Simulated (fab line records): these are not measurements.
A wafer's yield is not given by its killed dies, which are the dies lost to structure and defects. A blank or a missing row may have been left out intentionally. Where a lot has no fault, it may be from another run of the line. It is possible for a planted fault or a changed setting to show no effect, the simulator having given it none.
fab line records ; flow sky130
record lots=12; wafers=36; lastDay=50
route steps=708 shown VIA1@479 VIA2@507 PAD_OPEN@708
lots untouched by any fault: they come from a run of this same line in which no faults occurred
startH: start of the lot's first displayed wafer, in hours after the record's first day ; waitH: hours since the lot's step before ; " unchanged from the row above ; L1.1+2: a row that stands for several wafers ; - no value, or no start given ; * or withheld: withheld ; < > ~ a bound
route shown NAME@n: names a module that has steps shown in the file, with the first one's number in the route ; usual: average and standard deviation across the fault-free wafers ; same: alike in all rows ; chamber/n: place in a boat ; sites: readings site by site ; _std_site: how widely they spread, as a standard deviation ; _edge_site: inner sites' mean taken away from outer sites' mean ; radiusMm: how far each site lies from the wafer's centre ; mask NAME#n: copy n ; behind: the tool/chamber that last shaped the wafer ; hold: what put the lot on hold/how long, in hours/how the hold closed ; device: the transistor (n, p or np) that didn't switch ; end of line: the tests these same wafers got at the end of their route ; step lacking rows: just its recipe ; killed: dies lost to structure and defects at the first sort, not the wafer's yield ; map: a wafer's dies, x killed, . not, _ none there
set.NAME: the setting the step ran with; set.NAME@STEP: the setting that earlier step ran with ; model.NAME: the simulator's own value behind a step, which no gauge read
route steps across a sampled set of lots; one table per step, one row per wafer
services: the hour from which a tool's chamber was out of use, counted from the record's first day as startH (under 0 if before that day), plus the number of hours and why
## steps
# step SKY_VIA1_CVD_21
# recipe material=W; targetThkNm=270; timeS=80.902; tempC=400; pressureTorr=40
# usual heaterPowerW=867/67
lot.wafer;tool;chamber;startH;waitH;heaterPowerW
L101.2;cvdW-01;1;793.28;0.0;879
L101.3;cvdW-01;0;793.28;0.0;843
L101.6;cvdW-01;0;793.28;0.0;845
L103.2;cvdW-01;0;816.92;0.0;847
L103.4;cvdW-01;0;816.92;0.0;854
L103.6;cvdW-01;1;816.92;0.0;917
L106.2;cvdW-02;1;843.32;0.0;997
L106.5;cvdW-02;1;843.32;0.0;993
L106.6;cvdW-02;0;843.32;0.0;793
L107.2;cvdW-01;0;846.77;0.0;839
L107.3;cvdW-01;1;846.77;0.0;910
L107.6;cvdW-01;0;846.77;0.0;860
L110.1;cvdW-01;1;869.73;0.0;898
L110.2;cvdW-01;0;869.73;0.0;848
L110.3;cvdW-01;1;869.73;0.0;882
L111.2;cvdW-01;1;873.00;0.0;893
L111.3;cvdW-01;1;873.00;0.0;900
L111.6;cvdW-01;1;873.00;0.0;886
L112.2;cvdW-02;1;883.12;0.0;981
L112.4;cvdW-02;1;883.12;0.0;962
L112.6;cvdW-02;0;883.12;0.0;766
L113.3;cvdW-02;0;893.32;0.1;792
L113.5;cvdW-02;1;893.32;0.1;977
L113.6;cvdW-02;0;893.32;0.1;779
L117.2;cvdW-01;0;935.77;0.0;863
L117.3;cvdW-01;1;935.77;0.0;878
L117.5;cvdW-01;0;935.77;0.0;847
L121.2;cvdW-01;0;950.84;0.0;830
L121.4;cvdW-01;0;950.84;0.0;851
L121.5;cvdW-01;0;950.84;0.0;853
L123.1;cvdW-02;1;958.41;0.0;839
L123.3;cvdW-02;1;958.41;0.0;850
L123.6;cvdW-02;1;958.41;0.0;841
L122.1;cvdW-02;1;960.79;0.0;859
L122.5;cvdW-02;1;960.79;0.0;875
L122.6;cvdW-02;0;960.79;0.0;757
# step SKY_VIA1_CMP_24
# recipe stopOn=SiO2; tOverpolishS=15; downForcePsi=3.5; platenRpm=60; targetThkNm=0; padVelocityMS=0.94248
# usual edgeZonePressureFrac=1.000/0.0054; motorCurrentA=10.9/0.95; overpolishRunS=15.000/0.0094; timeToEndpointS=65/4
lot.wafer;tool;chamber;startH;waitH;edgeZonePressureFrac;motorCurrentA;overpolishRunS;timeToEndpointS
L101.2;cmp-01;1;793.56;0.0;1.004;10.1;15.010;63
L101.3;cmp-01;0;793.56;0.0;0.999;11.2;15.001;69
L101.6;cmp-01;1;793.56;0.0;0.997;10.3;15.009;60
L103.4;cmp-01;2;817.29;0.1;1.009;11.1;14.995;57
L103.2;cmp-01;3;817.29;0.1;1.008;12.5;15.001;58
L103.6;cmp-01;0;817.29;0.1;0.993;11.0;14.999;73
L106.2;cmp-02;2;843.74;0.2;1.005;10.3;14.996;70
L106.5;cmp-02;3;843.74;0.2;0.999;10.1;14.997;66
L106.6;cmp-02;0;843.74;0.2;0.999;11.1;14.999;64
L107.2;cmp-02;2;847.04;0.0;1.000;10.6;14.999;71
L107.3;cmp-02;3;847.04;0.0;0.994;10.3;14.998;67
L107.6;cmp-02;2;847.04;0.0;1.001;10.4;14.991;71
L110.3;cmp-01;2;870.05;0.1;0.995;11.0;15.006;68
L110.2;cmp-01;3;870.05;0.1;1.003;12.5;15.015;64
L110.1;cmp-01;0;870.05;0.1;0.993;11.1;14.982;73
L111.3;cmp-01;2;873.27;0.0;0.995;11.2;15.024;61
L111.2;cmp-01;3;873.27;0.0;1.001;12.8;15.009;63
L111.6;cmp-01;2;873.27;0.0;0.996;11.5;15.004;66
L112.4;cmp-01;3;883.40;0.0;1.003;12.4;15.008;64
L112.2;cmp-01;1;883.40;0.0;0.999;9.6;15.005;63
L112.6;cmp-01;0;883.40;0.0;1.002;10.9;15.010;70
L113.3;cmp-02;0;893.66;0.1;1.006;11.1;15.002;65
L113.6;cmp-02;2;893.66;0.1;1.002;10.5;14.996;69
L113.5;cmp-02;3;893.66;0.1;0.998;10.2;15.005;63
L117.3;cmp-01;1;936.04;0.0;1.009;10.1;14.992;63
L117.2;cmp-01;0;936.04;0.0;0.998;10.7;15.016;69
L117.5;cmp-01;2;936.04;0.0;1.000;11.2;15.003;62
L121.2;cmp-01;0;951.16;0.1;0.989;10.9;14.997;67
L121.4;cmp-01;1;951.16;0.1;0.998;9.7;15.009;59
L121.5;cmp-01;3;951.16;0.1;0.999;13.6;15.011;60
L123.1;cmp-01;2;958.78;0.1;1.002;11.9;15.003;63
L123.3;cmp-01;3;958.78;0.1;1.003;12.6;15.004;63
L123.6;cmp-01;1;958.78;0.1;1.000;9.5;15.026;64
L122.1;cmp-02;2;961.21;0.2;0.997;10.3;15.007;76
L122.6;cmp-02;3;961.21;0.2;1.007;10.3;15.001;71
L122.5;cmp-02;0;961.21;0.2;0.995;10.8;14.988;67
# step SKY_VIA2_HDPCVD_00
# recipe material=SiO2; targetThkNm=1180; sigmaOpenFrac=0.3; timeS=196.7; tempC=400; sih4FlowSccm=60; pressureMtorr=6
# usual sih4FlowSccm=59.98/0.18
lot.wafer;tool;chamber;startH;waitH;sih4FlowSccm
L101.2;hdpcvd-01;0;821.10;0.0;60.24
L101.3;hdpcvd-01;2;821.10;0.0;60.23
L101.6;hdpcvd-01;2;821.10;0.0;60.17
L103.2;hdpcvd-02;2;844.87;0.0;59.82
L103.4;hdpcvd-02;0;844.87;0.0;60.15
L103.6;hdpcvd-02;1;844.87;0.0;59.76
L106.2;hdpcvd-02;1;870.91;0.0;60.00
L106.5;hdpcvd-02;2;870.91;0.0;59.79
L106.6;hdpcvd-02;1;870.91;0.0;60.17
L107.2;hdpcvd-02;1;873.70;0.0;60.10
L107.3;hdpcvd-02;0;873.70;0.0;59.77
L107.6;hdpcvd-02;1;873.70;0.0;60.06
L110.1;hdpcvd-01;1;897.09;0.0;60.19
L110.2;hdpcvd-01;2;897.09;0.0;59.74
L110.3;hdpcvd-01;0;897.09;0.0;59.82
L111.2;hdpcvd-02;0;900.44;0.0;59.84
L111.3;hdpcvd-02;1;900.44;0.0;59.97
L111.6;hdpcvd-02;2;900.44;0.0;59.90
L112.2;hdpcvd-01;0;910.35;0.0;90.12
L112.4;hdpcvd-01;0;910.35;0.0;89.62
L112.6;hdpcvd-01;2;910.35;0.0;90.08
L113.3;hdpcvd-01;1;920.10;0.0;90.11
L113.5;hdpcvd-01;0;920.10;0.0;90.29
L113.6;hdpcvd-01;2;920.10;0.0;89.95
L117.2;hdpcvd-02;2;961.67;0.0;59.91
L117.3;hdpcvd-02;0;961.67;0.0;59.73
L117.5;hdpcvd-02;1;961.67;0.0;60.12
L121.2;hdpcvd-02;2;976.25;0.0;59.76
L121.4;hdpcvd-02;0;976.25;0.0;59.93
L121.5;hdpcvd-02;1;976.25;0.0;59.92
L123.1;hdpcvd-01;1;983.95;0.0;59.91
L123.3;hdpcvd-01;0;983.95;0.0;60.08
L123.6;hdpcvd-01;1;983.95;0.0;60.40
L122.1;hdpcvd-01;0;987.12;0.0;60.16
L122.5;hdpcvd-01;0;987.12;0.0;60.04
L122.6;hdpcvd-01;1;987.12;0.0;60.04
# step SKY_VIA2_THK_MEAS_01
# recipe reads=SiO2_of_VIA2_HDPCVD_00
# usual VIA2_HDPCVD_THK=1184/14
lot.wafer;tool;chamber;startH;waitH;hold;VIA2_HDPCVD_THK[nm]
L101.2;filmMetro-03;-;821.24;0.1;-;1152
L101.3;filmMetro-03;-;821.24;0.1;-;1177
L101.6;filmMetro-03;-;821.24;0.1;-;1183
L103.2;filmMetro-01;-;845.01;0.1;-;1161
L103.4;filmMetro-01;-;845.01;0.1;-;1187
L103.6;filmMetro-01;-;845.01;0.1;-;1207
L106.2;filmMetro-04;-;871.05;0.1;-;1208
L106.5;filmMetro-04;-;871.05;0.1;-;1198
L106.6;filmMetro-04;-;871.05;0.1;-;1218
L107.2;filmMetro-03;-;873.83;0.1;-;1198
L107.3;filmMetro-03;-;873.83;0.1;-;1209
L107.6;filmMetro-03;-;873.83;0.1;-;1202
L110.1;filmMetro-04;-;897.22;0.1;-;1163
L110.2;filmMetro-04;-;897.22;0.1;-;1178
L110.3;filmMetro-04;-;897.22;0.1;-;1156
L111.2;filmMetro-04;-;900.57;0.1;-;1190
L111.3;filmMetro-04;-;900.57;0.1;-;1209
L111.6;filmMetro-04;-;900.57;0.1;-;1176
L112.2;filmMetro-04;-;910.49;0.1;awaitDispo/0.2h/release;1768
L112.4;filmMetro-04;-;910.49;0.1;awaitDispo/0.2h/release;1769
L112.6;filmMetro-04;-;910.49;0.1;awaitDispo/0.2h/release;1787
L112.2;filmMetro-04;-;910.72;0.2;-;1766
L112.4;filmMetro-04;-;910.72;0.2;-;1769
L112.6;filmMetro-04;-;910.72;0.2;-;1786
L113.3;filmMetro-03;-;920.25;0.1;awaitDispo/0.2h/release;1761
L113.5;filmMetro-03;-;920.25;0.1;awaitDispo/0.2h/release;1758
L113.6;filmMetro-03;-;920.25;0.1;awaitDispo/0.2h/release;1774
L113.3;filmMetro-03;-;920.48;0.2;-;1762
L113.5;filmMetro-03;-;920.48;0.2;-;1757
L113.6;filmMetro-03;-;920.48;0.2;-;1777
L117.2;filmMetro-03;-;961.80;0.1;-;1167
L117.3;filmMetro-03;-;961.80;0.1;-;1185
L117.5;filmMetro-03;-;961.80;0.1;-;1189
L121.2;filmMetro-03;-;976.39;0.1;-;1156
L121.4;filmMetro-03;-;976.39;0.1;-;1172
L121.5;filmMetro-03;-;976.39;0.1;-;1186
L123.1;filmMetro-01;-;984.08;0.1;-;1184
L123.3;filmMetro-01;-;984.08;0.1;-;1182
L123.6;filmMetro-01;-;984.08;0.1;-;1173
L122.1;filmMetro-04;-;987.24;0.1;-;1189
L122.5;filmMetro-04;-;987.24;0.1;-;1193
L122.6;filmMetro-04;-;987.24;0.1;-;1189
# step SKY_VIA2_OVL_MEAS_13
# usual VIA2_OVL=-2/5.6
lot.wafer;tool;chamber;startH;waitH;VIA2_OVL[nm]
L101.2;overlay-02;-;848.37;0.1;-1
L101.3;overlay-02;-;848.37;0.1;-2
L101.6;overlay-02;-;848.37;0.1;-3
L103.2;overlay-02;-;871.47;0.1;3
L103.4;overlay-02;-;871.47;0.1;0
L103.6;overlay-02;-;871.47;0.1;-2
L106.2;overlay-01;-;896.92;0.1;-5
L106.5;overlay-01;-;896.92;0.1;-1
L106.6;overlay-01;-;896.92;0.1;-3
L107.2;overlay-01;-;899.92;0.1;4
L107.3;overlay-01;-;899.92;0.1;-2
L107.6;overlay-01;-;899.92;0.1;4
L110.1;overlay-02;-;922.91;0.1;-10
L110.2;overlay-02;-;922.91;0.1;1
L110.3;overlay-02;-;922.91;0.1;-9
L111.2;overlay-02;-;926.17;0.1;-13
L111.3;overlay-02;-;926.17;0.1;-3
L111.6;overlay-02;-;926.17;0.1;0
L112.2;overlay-02;-;935.87;0.1;6
L112.4;overlay-02;-;935.87;0.1;2
L112.6;overlay-02;-;935.87;0.1;1
L113.3;overlay-01;-;944.93;0.1;-2
L113.5;overlay-01;-;944.93;0.1;-2
L113.6;overlay-01;-;944.93;0.1;-8
L117.2;overlay-01;-;986.37;0.1;2
L117.3;overlay-01;-;986.37;0.1;-10
L117.5;overlay-01;-;986.37;0.1;-6
L121.2;overlay-02;-;1000.43;0.1;-7
L121.4;overlay-02;-;1000.43;0.1;-10
L121.5;overlay-02;-;1000.43;0.1;-11
L123.1;overlay-01;-;1007.90;0.1;-1
L123.3;overlay-01;-;1007.90;0.1;3
L123.6;overlay-01;-;1007.90;0.1;-10
L122.1;overlay-01;-;1010.71;0.1;-13
L122.5;overlay-01;-;1010.71;0.1;-14
L122.6;overlay-01;-;1010.71;0.1;-7
# step SKY_PAD_OPEN_PROBE_99
# usual defectLimitedYield=82.6/2; killed_at_M0_to_M3=44/7.3; killed_at_M4_up=3.1/1.6; killedAtContacts=24/5.4; killedAtFrontEnd=15/4; killedAtOther=0.2/0.49; killedDies=86/10; killedOpen=48/7.3; killedShort=38/6.3; sort_bin_3_pad_short=0.8/0.45; sort_bin_5_function=10.3/1.5; sort_bin_6_memory=6.3/1.2; sortNPass=406/10; sortYieldPct=82.6/2
# same grossDies=492; killedAtBackSide=0; sort_bin_4_leakage[%]=0; sort_bin_8_speed[%]=0
lot.wafer;tool;chamber;startH;waitH;defectLimitedYield[%];killed_at_M0_to_M3;killed_at_M4_up;killedAtContacts;killedAtFrontEnd;killedAtOther;killedDies;killedOpen;killedShort;sort_bin_3_pad_short[%];sort_bin_5_function[%];sort_bin_6_memory[%];sortNPass;sortYieldPct[%]
L101.2;prober-01;-;1076.57;0.1;85.0;36;2;16;20;0;74;41;33;0.6;8.7;5.7;418;85.0
L101.3;prober-01;-;1076.62;0.2;81.7;47;3;22;18;0;90;50;40;0.8;11.4;6.1;402;81.7
L101.6;prober-01;-;1076.77;0.2;81.7;47;5;21;17;0;90;47;43;1.4;11.6;5.3;402;81.7
L103.2;prober-01;-;1091.59;0.1;84.6;32;3;30;10;1;76;41;35;1.8;8.9;4.7;416;84.6
L103.4;prober-01;-;1091.69;0.2;85.6;35;6;18;12;0;71;39;32;1.4;8.7;4.3;421;85.6
L103.6;prober-01;-;1091.79;0.2;84.3;43;4;19;10;1;77;45;32;1.2;8.1;6.3;415;84.3
L106.2;prober-02;-;1113.47;0.1;88.0;34;1;10;13;1;59;33;26;0.2;7.5;4.3;433;88.0
L106.5;prober-02;-;1113.62;0.2;83.1;43;2;26;12;0;83;54;29;1.4;10.2;5.3;409;83.1
L106.6;prober-02;-;1113.67;0.2;79.1;45;5;34;19;0;103;59;44;0.6;12.2;8.1;389;79.1
L107.2;prober-01;-;1116.20;0.1;81.9;45;2;24;18;0;89;52;37;1.0;11.8;5.3;403;81.9
L107.3;prober-01;-;1116.25;0.2;84.8;33;3;17;21;1;75;38;37;1.4;7.3;6.5;417;84.8
L107.6;prober-01;-;1116.40;0.2;83.1;52;2;11;18;0;83;46;37;0.6;9.8;6.5;409;83.1
L110.1;prober-02;-;1134.63;0.1;80.9;54;3;24;13;0;94;49;45;0.8;10.2;8.1;398;80.9
L110.2;prober-02;-;1134.68;0.1;82.9;46;4;22;12;0;84;48;36;1.0;8.3;7.7;408;82.9
L110.3;prober-02;-;1134.73;0.2;81.9;49;2;26;12;0;89;42;47;1.0;9.8;7.3;403;81.9
L111.2;prober-01;-;1136.65;0.1;83.3;38;4;29;11;0;82;41;41;2.8;8.1;5.7;410;83.3
L111.3;prober-01;-;1136.70;0.2;81.7;47;4;23;15;1;90;59;31;1.0;10.2;7.1;402;81.7
L111.6;prober-01;-;1136.85;0.2;81.7;51;1;23;15;0;90;52;38;1.2;10.4;6.7;402;81.7
L112.2;prober-02;-;1144.06;0.1;83.7;43;2;22;13;0;80;48;32;0.4;8.9;6.9;412;83.7
L112.4;prober-02;-;1144.16;0.2;78.9;48;4;29;23;0;104;60;44;0.6;11.6;8.9;388;78.9
L112.6;prober-02;-;1144.26;0.2;85.8;25;2;29;14;0;70;45;25;0.2;8.1;5.9;422;85.8
L113.3;prober-01;-;1150.84;0.2;80.7;41;7;30;17;0;95;51;44;0.4;11.8;7.1;397;80.7
L113.5;prober-01;-;1150.94;0.2;79.9;63;4;20;12;0;99;45;54;0.8;11.8;7.5;393;79.9
L113.6;prober-01;-;1150.99;0.2;79.9;58;6;24;10;1;99;51;48;1.0;12.2;6.9;393;79.9
L117.2;prober-02;-;1182.57;0.1;80.3;48;4;26;18;1;97;48;49;1.4;9.8;8.5;395;80.3
L117.3;prober-02;-;1182.62;0.2;81.3;48;3;30;11;0;92;48;44;0.8;12.0;5.9;400;81.3
L117.5;prober-02;-;1182.72;0.2;83.1;50;0;15;18;0;83;39;44;0.8;9.1;6.9;409;83.1
L121.2;prober-02;-;1192.10;0.1;85.0;36;3;21;14;0;74;39;35;0.4;9.1;5.5;418;85.0
L121.4;prober-02;-;1192.20;0.2;83.1;40;4;18;20;1;83;48;35;0.4;8.5;7.9;409;83.1
L121.5;prober-02;-;1192.25;0.2;85.2;34;2;22;15;0;73;42;31;1.0;8.9;4.9;419;85.2
L123.1;prober-01;-;1195.39;0.1;82.5;50;2;26;8;0;86;54;32;0.6;11.0;5.9;406;82.5
L123.3;prober-01;-;1195.49;0.2;80.9;53;6;23;12;0;94;58;36;1.2;12.8;5.1;398;80.9
L123.6;prober-01;-;1195.64;0.2;83.1;44;3;19;16;1;83;49;34;0.4;11.2;5.3;409;83.1
L122.1;prober-02;-;1197.62;0.1;80.9;44;5;25;20;0;94;54;40;1.0;11.2;6.9;398;80.9
L122.5;prober-02;-;1197.82;0.2;85.6;42;2;20;7;0;71;40;31;0.4;9.3;4.7;421;85.6
L122.6;prober-02;-;1197.87;0.2;83.3;41;3;21;16;1;82;50;32;0.2;10.8;5.7;410;83.3
# killed by level:class
L101.2 VIA1:geometricParticle:open=9 CONTACT:geometricParticle:open=6 FIELD_ISO:geometricParticle:open=5 VIA1:geometricParticle:short=5 METAL2:geometricParticle:short=5 FIELD_ISO:geometricParticle:short=4 POLY_GATE:geometricParticle:short=4 LI_CONTACT:geometricParticle:open=4
L101.3 VIA1:geometricParticle:open=9 VIA3:geometricParticle:open=8 CONTACT:geometricParticle:open=7 METAL1:geometricParticle:short=7 FIELD_ISO:geometricParticle:open=6 LOCAL_INTERCONNECT:geometricParticle:short=6 VIA2:geometricParticle:open=6 CONTACT:geometricParticle:short=5
L101.6 VIA1:geometricParticle:open=10 VIA3:geometricParticle:open=10 FIELD_ISO:geometricParticle:open=8 METAL1:geometricParticle:short=8 CONTACT:geometricParticle:short=7 VIA1:geometricParticle:short=7 FIELD_ISO:geometricParticle:short=5 CONTACT:geometricParticle:open=5
L103.2 CONTACT:geometricParticle:open=13 LI_CONTACT:geometricParticle:open=8 VIA1:geometricParticle:open=6 POLY_GATE:geometricParticle:short=5 METAL1:geometricParticle:short=5 METAL2:geometricParticle:short=5 CONTACT:geometricParticle:short=4 VIA2:geometricParticle:open=4
L103.4 CONTACT:geometricParticle:open=16 METAL2:geometricParticle:short=7 POLY_GATE:geometricParticle:open=5 METAL4:geometricParticle:short=5 METAL1:geometricParticle:short=4 VIA1:geometricParticle:open=4 VIA1:geometricParticle:short=4 VIA2:geometricParticle:short=4
L103.6 VIA1:geometricParticle:open=14 CONTACT:geometricParticle:open=8 VIA3:geometricParticle:short=7 VIA3:geometricParticle:open=6 LI_CONTACT:geometricParticle:open=6 CONTACT:geometricParticle:short=3 VIA1:geometricParticle:short=3 METAL3:geometricParticle:short=3
L106.2 VIA1:geometricParticle:open=10 FIELD_ISO:geometricParticle:open=7 LI_CONTACT:geometricParticle:open=4 VIA1:geometricParticle:short=4 METAL3:geometricParticle:short=4 LI_CONTACT:geometricParticle:short=3 CONTACT:geometricParticle:open=3 VIA3:geometricParticle:open=3
L106.5 VIA1:geometricParticle:open=13 CONTACT:geometricParticle:open=8 VIA3:geometricParticle:open=8 VIA2:geometricParticle:open=7 LI_CONTACT:geometricParticle:open=6 CONTACT:geometricParticle:short=4 METAL3:geometricParticle:short=4 SPACER:geometricParticle:short=3
L106.6 LI_CONTACT:geometricParticle:open=12 VIA1:geometricParticle:open=12 VIA2:geometricParticle:open=12 CONTACT:geometricParticle:open=9 FIELD_ISO:geometricParticle:short=7 CONTACT:geometricParticle:short=7 POLY_GATE:geometricParticle:open=6 METAL1:geometricParticle:short=6
L107.2 VIA1:geometricParticle:open=11 POLY_GATE:geometricParticle:open=10 VIA2:geometricParticle:open=8 LI_CONTACT:geometricParticle:open=7 METAL1:geometricParticle:short=6 LI_CONTACT:geometricParticle:short=5 VIA3:geometricParticle:open=5 CONTACT:geometricParticle:open=5
L107.3 POLY_GATE:geometricParticle:short=7 CONTACT:geometricParticle:open=7 LI_CONTACT:geometricParticle:open=6 METAL1:geometricParticle:short=6 FIELD_ISO:geometricParticle:open=5 VIA2:geometricParticle:open=5 POLY_GATE:geometricParticle:open=4 METAL2:geometricParticle:short=4
L107.6 VIA1:geometricParticle:open=13 METAL1:geometricParticle:short=10 VIA2:geometricParticle:open=6 VIA3:geometricParticle:open=6 FIELD_ISO:geometricParticle:short=5 LI_CONTACT:geometricParticle:open=5 METAL3:geometricParticle:short=5 POLY_GATE:geometricParticle:open=4
L110.1 METAL1:geometricParticle:short=13 VIA1:geometricParticle:open=10 CONTACT:geometricParticle:open=8 LI_CONTACT:geometricParticle:open=8 CONTACT:geometricParticle:short=6 VIA3:geometricParticle:open=6 VIA1:geometricParticle:short=5 VIA2:geometricParticle:short=5
L110.2 VIA1:geometricParticle:open=11 METAL2:geometricParticle:short=9 CONTACT:geometricParticle:open=9 VIA2:geometricParticle:open=7 FIELD_ISO:geometricParticle:open=4 POLY_GATE:geometricParticle:open=4 METAL1:geometricParticle:short=4 LI_CONTACT:geometricParticle:open=4
L110.3 CONTACT:geometricParticle:open=9 VIA1:geometricParticle:open=9 VIA2:geometricParticle:open=9 CONTACT:geometricParticle:short=7 METAL3:geometricParticle:short=7 METAL1:geometricParticle:short=5 VIA3:geometricParticle:short=5 POLY_GATE:geometricParticle:short=4
L111.2 VIA1:geometricParticle:open=11 LI_CONTACT:geometricParticle:open=7 CONTACT:geometricParticle:open=7 CONTACT:geometricParticle:short=7 LI_CONTACT:geometricParticle:short=4 POLY_GATE:geometricParticle:short=4 METAL1:geometricParticle:short=4 METAL3:geometricParticle:short=4
L111.3 VIA1:geometricParticle:open=14 CONTACT:geometricParticle:open=11 VIA3:geometricParticle:short=7 VIA3:geometricParticle:open=7 FIELD_ISO:geometricParticle:open=4 POLY_GATE:geometricParticle:open=4 LI_CONTACT:geometricParticle:open=4 VIA2:geometricParticle:open=4
L111.6 VIA1:geometricParticle:open=12 CONTACT:geometricParticle:open=11 VIA2:geometricParticle:open=8 POLY_GATE:geometricParticle:open=6 METAL1:geometricParticle:short=6 VIA2:geometricParticle:short=6 LI_CONTACT:geometricParticle:open=5 METAL2:geometricParticle:short=4
L112.2 CONTACT:geometricParticle:open=12 VIA1:geometricParticle:open=10 METAL1:geometricParticle:short=5 VIA3:geometricParticle:open=4 METAL3:geometricParticle:short=4 SPACER:geometricParticle:open=4 LI_CONTACT:geometricParticle:open=4 CONTACT:geometricParticle:short=4
L112.4 VIA1:geometricParticle:open=17 LI_CONTACT:geometricParticle:open=10 VIA2:geometricParticle:open=8 POLY_GATE:geometricParticle:open=7 CONTACT:geometricParticle:short=7 VIA1:geometricParticle:short=7 POLY_GATE:geometricParticle:short=4 SPACER:geometricParticle:short=4
L112.6 CONTACT:geometricParticle:open=14 VIA1:geometricParticle:open=13 CONTACT:geometricParticle:short=8 POLY_GATE:geometricParticle:open=5 LI_CONTACT:geometricParticle:open=4 METAL1:geometricParticle:short=4 FIELD_ISO:geometricParticle:open=3 POLY_GATE:geometricParticle:short=3
L113.3 CONTACT:geometricParticle:open=11 VIA1:geometricParticle:open=10 FIELD_ISO:geometricParticle:open=7 LI_CONTACT:geometricParticle:open=7 METAL2:geometricParticle:short=7 FIELD_ISO:geometricParticle:short=6 LOCAL_INTERCONNECT:geometricParticle:short=6 CONTACT:geometricParticle:short=5
L113.5 METAL2:geometricParticle:short=10 VIA2:geometricParticle:open=9 METAL1:geometricParticle:short=9 VIA1:geometricParticle:short=8 CONTACT:geometricParticle:open=8 VIA1:geometricParticle:open=8 LI_CONTACT:geometricParticle:open=7 FIELD_ISO:geometricParticle:short=6
L113.6 VIA1:geometricParticle:short=10 VIA1:geometricParticle:open=9 LI_CONTACT:geometricParticle:open=8 VIA2:geometricParticle:open=8 CONTACT:geometricParticle:open=7 METAL1:geometricParticle:short=6 VIA3:geometricParticle:open=6 METAL2:geometricParticle:short=5
L117.2 VIA1:geometricParticle:open=12 CONTACT:geometricParticle:open=11 METAL2:geometricParticle:short=8 FIELD_ISO:geometricParticle:short=6 CONTACT:geometricParticle:short=5 VIA2:geometricParticle:open=5 VIA3:geometricParticle:open=5 LI_CONTACT:geometricParticle:short=4
L117.3 CONTACT:geometricParticle:short=10 LI_CONTACT:geometricParticle:open=9 METAL1:geometricParticle:short=9 VIA2:geometricParticle:open=9 VIA1:geometricParticle:open=6 VIA3:geometricParticle:open=6 FIELD_ISO:geometricParticle:open=5 LOCAL_INTERCONNECT:geometricParticle:short=5
L117.5 VIA1:geometricParticle:open=11 METAL1:geometricParticle:short=10 METAL2:geometricParticle:short=9 FIELD_ISO:geometricParticle:open=6 VIA3:geometricParticle:open=5 VIA2:geometricParticle:open=4 LI_CONTACT:geometricParticle:open=4 CONTACT:geometricParticle:short=4
L121.2 VIA1:geometricParticle:open=11 CONTACT:geometricParticle:open=8 CONTACT:geometricParticle:short=6 FIELD_ISO:geometricParticle:open=5 VIA1:geometricParticle:short=5 FIELD_ISO:geometricParticle:short=4 VIA2:geometricParticle:short=4 VIA3:geometricParticle:open=4
L121.4 VIA2:geometricParticle:open=9 VIA3:geometricParticle:open=8 METAL1:geometricParticle:short=7 POLY_GATE:geometricParticle:open=6 VIA1:geometricParticle:open=6 LOCAL_INTERCONNECT:geometricParticle:short=4 CONTACT:geometricParticle:short=4 CONTACT:geometricParticle:open=4
L121.5 CONTACT:geometricParticle:open=9 VIA1:geometricParticle:open=7 FIELD_ISO:geometricParticle:open=6 VIA1:geometricParticle:short=6 VIA3:geometricParticle:open=5 LOCAL_INTERCONNECT:geometricParticle:short=4 METAL2:geometricParticle:short=4 VIA2:geometricParticle:open=4
L123.1 VIA1:geometricParticle:open=12 LI_CONTACT:geometricParticle:open=10 CONTACT:geometricParticle:open=10 VIA2:geometricParticle:open=10 VIA3:geometricParticle:open=8 METAL1:geometricParticle:short=6 VIA1:geometricParticle:short=4 VIA3:geometricParticle:short=4
L123.3 VIA1:geometricParticle:open=11 LI_CONTACT:geometricParticle:open=9 VIA2:geometricParticle:open=9 CONTACT:geometricParticle:open=8 VIA3:geometricParticle:open=8 METAL2:geometricParticle:short=7 POLY_GATE:geometricParticle:short=4 POLY_GATE:geometricParticle:open=4
L123.6 VIA1:geometricParticle:open=10 VIA2:geometricParticle:open=9 VIA3:geometricParticle:open=7 CONTACT:geometricParticle:short=6 POLY_GATE:geometricParticle:open=5 LI_CONTACT:geometricParticle:open=5 LI_CONTACT:geometricParticle:short=4 VIA1:geometricParticle:short=4
L122.1 VIA1:geometricParticle:open=14 CONTACT:geometricParticle:open=11 VIA3:geometricParticle:open=6 LI_CONTACT:geometricParticle:open=5 METAL2:geometricParticle:open=5 METAL4:geometricParticle:short=5 FIELD_ISO:geometricParticle:open=4 CONTACT:geometricParticle:short=4
L122.5 VIA1:geometricParticle:open=11 CONTACT:geometricParticle:open=7 VIA2:geometricParticle:open=6 VIA3:geometricParticle:open=6 METAL1:geometricParticle:short=5 LOCAL_INTERCONNECT:geometricParticle:short=4 POLY_GATE:geometricParticle:open=3 LI_CONTACT:geometricParticle:short=3
L122.6 CONTACT:geometricParticle:open=9 VIA1:geometricParticle:open=9 VIA3:geometricParticle:open=6 POLY_GATE:geometricParticle:open=6 LI_CONTACT:geometricParticle:open=6 VIA1:geometricParticle:short=6 METAL1:geometricParticle:short=4 CONTACT:geometricParticle:short=4
## services
tool;chamber;startH;hours;kind
hdpcvd-02;2;776.55;2.1;repair
cmp-02;-;783.71;2.2;repair
cvdW-01;-;789.48;0.5;repair
hdpcvd-01;-;811.10;0.9;repair
cmp-01;-;818.35;1.9;repair
cvdW-02;-;820.62;1.1;repair
cvdW-01;0;824.02;2.5;repair
cmp-01;-;827.37;4.3;pm
cmp-01;-;835.05;2.0;repair
cvdW-01;1;857.36;4.5;repair
cmp-01;-;866.99;0.9;repair
cvdW-01;-;884.83;6.0;pm
hdpcvd-02;2;887.43;11.2;repair
cvdW-02;-;904.00;14.0;pm
cmp-01;-;912.00;4.0;pm
cmp-01;-;916.00;-;consumableReplace:conditioner
cmp-01;-;916.00;-;consumableReplace:pad
cmp-02;-;935.41;8.7;pm
cvdW-01;0;936.11;10.5;repair
hdpcvd-01;-;950.25;15.0;pm
hdpcvd-01;0;950.25;15.0;ventCycle
hdpcvd-01;1;950.25;15.0;ventCycle
cvdW-02;1;954.95;3.3;repair
cmp-01;-;964.35;4.0;repair
## key
firstSign step=SKY_VIA2_HDPCVD_00; reading=sih4FlowSccm; direction=up; sigmas=99+; usual=59.98; struck=90.03
effect step=SKY_VIA2_THK_MEAS_01; reading=visit; direction=added
effect step=SKY_VIA2_THK_MEAS_01; reading=VIA2_HDPCVD_THK; direction=up; sigmas=43; usual=1184; struck=1770
metAt SKY_VIA2_HDPCVD_00
struckLots L112,L113
notActingAt SKY_VIA1_CVD_21,SKY_VIA1_CMP_24,SKY_VIA2_OVL_MEAS_13
onsetBetween 897.09 910.35
fault kind=processParameterDrift; tool=hdpcvd-01; chamber=-; onsetH=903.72; steps=SKY_VIA2_HDPCVD_00; channel=sih4FlowSccm; offset=30; shape=step; endH=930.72; actsIn=theseRecipesOnly; stated=60
